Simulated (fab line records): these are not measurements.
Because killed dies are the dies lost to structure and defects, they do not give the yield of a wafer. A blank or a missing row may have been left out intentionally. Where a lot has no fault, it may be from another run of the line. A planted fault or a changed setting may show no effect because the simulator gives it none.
Which tool was responsible? | flow sky130 | 72 wafers from 24 lots sampled at 4 of the route's 708 steps

WHAT THE GAUGES READ, wafer by wafer
SKY_NWELL_TW_MEAS_26.
lot  | measured     | on           | NWELL_2_TW
L074 | day 5 11:25  | filmMetro-01 | 496 497 498
L075 | day 5 15:47  | filmMetro-01 | 497 498 496
L076 | day 5 22:29  | filmMetro-01 | 495 495 495
L077 | day 6 03:05  | filmMetro-03 | 498 498 497
L078 | day 6 10:38  | filmMetro-03 | 497 499 496
L079 | day 6 16:10  | filmMetro-04 | 501 504 499
L080 | day 6 20:11  | filmMetro-04 | 505 502 501
L081 | day 7 07:40  | filmMetro-01 | 497 498 497
L082 | day 8 01:20  | filmMetro-03 | 496 496 497
L083 | day 8 01:55  | filmMetro-03 | 492 494 492
L084 | day 8 08:22  | filmMetro-01 | 497 496 501
L085 | day 8 11:04  | filmMetro-04 | 500 499 503
L086 | day 8 11:08  | filmMetro-03 | 493 493 492
L087 | day 8 15:58  | filmMetro-04 | 501 501 500
L088 | day 9 02:32  | filmMetro-04 | 503 503 502
L089 | day 9 03:32  | filmMetro-04 | 500 503 505
L090 | day 9 12:08  | filmMetro-04 | 500 502 503
L091 | day 9 14:38  | filmMetro-01 | 498 497 496
L092 | day 9 21:05  | filmMetro-03 | 494 492 493
L093 | day 10 01:25 | filmMetro-04 | 501 502 498
L094 | day 10 12:32 | filmMetro-01 | 496 496 497
L095 | day 10 19:22 | filmMetro-01 | 495 496 494
L096 | day 10 21:47 | filmMetro-01 | 490 497 495
L097 | day 11 06:56 | filmMetro-03 | 496 495 498

SKY_VIA2_OVL_MEAS_13.
lot  | measured     | on         | VIA2_OVL (nm)
L074 | day 36 23:10 | overlay-02 | -3 -4 -4
L075 | day 37 06:12 | overlay-01 | 2 1 7
L076 | day 37 13:31 | overlay-01 | 0 1 3
L077 | day 37 17:31 | overlay-02 | -5 -4 -7
L078 | day 38 05:14 | overlay-01 | 1 6 -2
L079 | day 38 11:52 | overlay-01 | -2 -1 -10
L080 | day 38 20:25 | overlay-01 | -5 0 -1
L081 | day 39 11:34 | overlay-02 | -6 -1 -10
L082 | day 40 07:34 | overlay-01 | -9 -2 -10
L083 | day 40 09:06 | overlay-02 | -3 1 3
L084 | day 40 12:29 | overlay-01 | -9 -7 -4
L085 | day 40 19:07 | overlay-02 | -4 0 -3
L086 | day 40 19:31 | overlay-02 | 0 -6 6
L087 | day 40 20:26 | overlay-01 | 9 11 7
L088 | day 41 08:25 | overlay-02 | -7 -2 -8
L089 | day 41 13:19 | overlay-02 | 3 3 5
L090 | day 41 18:01 | overlay-01 | -10 -2 0
L091 | day 42 00:25 | overlay-01 | -9 0 -1
L092 | day 42 14:06 | overlay-02 | 0 0 2
L093 | day 42 06:42 | overlay-02 | -1 -7 -4
L094 | day 42 21:30 | overlay-02 | -9 3 -7
L095 | day 43 03:33 | overlay-02 | 4 2 5
L096 | day 43 06:32 | overlay-02 | -4 -4 -2
L097 | day 43 12:10 | overlay-01 | -2 -2 -5

SKY_VIA2_THK_MEAS_23: measures by xrf.
lot  | measured     | on           | VIA2_W_THK (nm)
L074 | day 37 00:20 | filmMetro-01 | 409 410 409
L075 | day 37 07:15 | filmMetro-02 | 409 411 416
L076 | day 37 14:34 | filmMetro-03 | 401 409 401
L077 | day 37 18:34 | filmMetro-03 | 406 402 412
L078 | day 38 06:18 | filmMetro-03 | 398 407 409
L079 | day 38 12:56 | filmMetro-03 | 398 394 403
L080 | day 38 21:28 | filmMetro-03 | 404 401 404
L081 | day 39 12:36 | filmMetro-03 | 403 410 409
L082 | day 40 08:39 | filmMetro-03 | 405 402 409
L083 | day 40 10:09 | filmMetro-01 | 406 403 401
L084 | day 40 13:34 | filmMetro-03 | 405 409 403
L085 | day 40 20:10 | filmMetro-03 | 404 410 407
L086 | day 40 20:34 | filmMetro-01 | 402 405 398
L087 | day 40 21:29 | filmMetro-03 | 403 405 403
L088 | day 41 09:28 | filmMetro-03 | 414 418 416
L089 | day 41 14:23 | filmMetro-03 | 413 403 415
L090 | day 41 19:05 | filmMetro-03 | 408 402 407
L091 | day 42 01:31 | filmMetro-01 | 410 407 404
L092 | day 42 15:11 | filmMetro-02 | 414 412 412
L093 | day 42 07:45 | filmMetro-02 | 409 415 414
L094 | day 42 23:00 | filmMetro-01 | 410 403 411
L095 | day 43 04:44 | filmMetro-02 | 417 412 423
L096 | day 43 07:47 | filmMetro-03 | 403 398 397
L097 | day 43 13:13 | filmMetro-02 | 414 409 403

WHICH TOOL RAN EACH LOT (tool, then ch and the chambers of the sampled wafers, then the start)
lot  | SKY_VIA2_STRIP_16
L074 | plasmaAsher-01 ch 0,1, day 36 23:19
L075 | plasmaAsher-01 ch 0,1, day 37 06:20
L076 | plasmaAsher-03 ch 0,1, day 37 13:40
L077 | plasmaAsher-01 ch 0,1, day 37 17:40
L078 | plasmaAsher-03 ch 0,1, day 38 05:23
L079 | plasmaAsher-01 ch 0,1, day 38 12:01
L080 | plasmaAsher-02 ch 0,1, day 38 20:34
L081 | plasmaAsher-01 ch 0, day 39 11:41
L082 | plasmaAsher-03 ch 0,1, day 40 07:43
L083 | plasmaAsher-01 ch 0,1, day 40 09:14
L084 | plasmaAsher-01 ch 0,1, day 40 12:38
L085 | plasmaAsher-03 ch 0,1, day 40 19:16
L086 | plasmaAsher-03 ch 0,1, day 40 19:40
L087 | plasmaAsher-01 ch 0,1, day 40 20:35
L088 | plasmaAsher-03 ch 0,1, day 41 08:34
L089 | plasmaAsher-03 ch 0,1, day 41 13:26
L090 | plasmaAsher-01 ch 0,1, day 41 18:10
L091 | plasmaAsher-01 ch 0,1, day 42 00:32
L092 | plasmaAsher-02 ch 0,1, day 42 14:16
L093 | plasmaAsher-02 ch 0,1, day 42 06:50
L094 | plasmaAsher-03 ch 0,1, day 42 21:38
L095 | plasmaAsher-02 ch 0,1, day 43 03:41
L096 | plasmaAsher-02 ch 0, day 43 06:40
L097 | plasmaAsher-01 ch 1, day 43 12:19
- SKY_VIA2_STRIP_16: strips in O2/N2.

AS READ BY THE TOOLS THEMSELVES (means over the sampled wafers that have a number; for cases with no such wafer, the mark the record gives instead)
SKY_VIA2_STRIP_16.
lot  | tool           | drypumpMotorCurrentA (A) | oesProductAu (a.u.) | stripTimeToEndpointS (s)
L074 | plasmaAsher-01 | 6.0                      | 0.400               | 4.042
L075 | plasmaAsher-01 | 6.0                      | 0.399               | 4.064
L076 | plasmaAsher-03 | 5.8                      | 0.401               | 4.023
L077 | plasmaAsher-01 | 6.2                      | 0.401               | 4.052
L078 | plasmaAsher-03 | 5.8                      | 0.399               | 4.028
L079 | plasmaAsher-01 | 6.2                      | 0.396               | 4.048
L080 | plasmaAsher-02 | 5.6                      | 0.397               | 4.048
L081 | plasmaAsher-01 | 6.5                      | 0.399               | 4.076
L082 | plasmaAsher-03 | 5.9                      | 0.396               | 4.023
L083 | plasmaAsher-01 | 6.2                      | 0.401               | 4.059
L084 | plasmaAsher-01 | 6.2                      | 0.399               | 4.046
L085 | plasmaAsher-03 | 6.0                      | 0.399               | 4.035
L086 | plasmaAsher-03 | 5.8                      | 0.398               | 4.017
L087 | plasmaAsher-01 | 6.2                      | 0.396               | 4.045
L088 | plasmaAsher-03 | 5.9                      | 0.399               | 4.039
L089 | plasmaAsher-03 | 5.9                      | 0.395               | 4.012
L090 | plasmaAsher-01 | 6.0                      | 0.400               | 4.019
L091 | plasmaAsher-01 | 6.0                      | 0.396               | 4.014
L092 | plasmaAsher-02 | 5.6                      | 0.399               | 4.015
L093 | plasmaAsher-02 | 5.6                      | 0.398               | 4.049
L094 | plasmaAsher-03 | 5.8                      | 0.398               | 4.023
L095 | plasmaAsher-02 | 6.1                      | 0.394               | 4.053
L096 | plasmaAsher-02 | 5.1                      | 0.392               | 4.043
L097 | plasmaAsher-01 | 5.7                      | 0.395               | 4.023

THE ANSWER, worked out from the rows above alone
Rule: the lots themselves supply what counts as usual. Put in order of their means at a reading, lots are off if they are a third of the lots or fewer, leave a main group of 4 or more, and stand apart from it by a gap of 3 or more times the standard deviation of the main group's means; of several such gaps the widest counts. Not used: any main group whose means are identical at the precision the tables above print for the reading. A lot without any number at a reading at which 4 lots or more have one is off too. All remaining lots with rows at the step are treated as sound. Order of review: gauges by route order, followed by the tools' own readings, for which a lot's mean as printed above is used. At the first step where some lot is off, the reading lying furthest off is the one used; lots without a number count as furthest.
No lot is off on any of the readings shown, so nothing can be concluded from this.

WHAT HAD BEEN PUT IN BY THE SIMULATOR
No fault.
